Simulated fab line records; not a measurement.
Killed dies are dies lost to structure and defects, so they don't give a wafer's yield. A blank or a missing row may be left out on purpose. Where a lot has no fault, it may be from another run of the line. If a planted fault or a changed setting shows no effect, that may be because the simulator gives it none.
Matching of chambers	flow sky130	SKY_VIA2_HDPCVD_00 on hdpcvd-01 has 3 sister chambers
The step deposits SiO2, target thk 1180 nm, time 196.7 s. 3 wafers are shown with their chamber, then 7 later ones without.

== WAFERS, EACH WITH ITS CHAMBER ==
wafer	chamber	sih4 flow sccm (sccm)
L734.1	0	59.91
L734.4	1	59.80
L735.4	2	59.61

== WAFERS MISSING THEIR CHAMBER ==
wafer	sih4 flow sccm (sccm)
L735.5	59.96
L736.1	60.28
L736.2	60.04
L736.5	59.69
L742.1	60.11
L742.5	60.34
L742.6	60.11

== CHAMBER TAKEN BY EACH ==
wafer	from the rows above	in truth
L735.5	can't be placed: 0 or 1 or 2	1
L736.1	can't be placed: 0 or 1 or 2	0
L736.2	can't be placed: 0 or 1 or 2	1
L736.5	can't be placed: 2 or 1 or 0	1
L742.1	can't be placed: 0 or 1 or 2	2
L742.5	can't be placed: 0 or 1 or 2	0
L742.6	can't be placed: 0 or 1 or 2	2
Placed correctly: 0 of 7. From these rows, 7 cannot be placed; in 7 the true chamber is one of the candidates. Number placed wrongly: 0.
How it was worked out, from the rows above alone: a wafer's distance from a chamber is the root of the sum, over the readings, of the square of ((its reading less the chamber's mean) divided by the reading's scatter). If the next closest chamber is less than 2 further off than the closest, the wafer can't be placed; otherwise it belongs to the closest. Each chamber's mean is taken over the wafers shown for it. The scatter (one wafer shown for each chamber): square how far every hidden wafer sits from the nearest shown wafer, average those squares and take the square root.
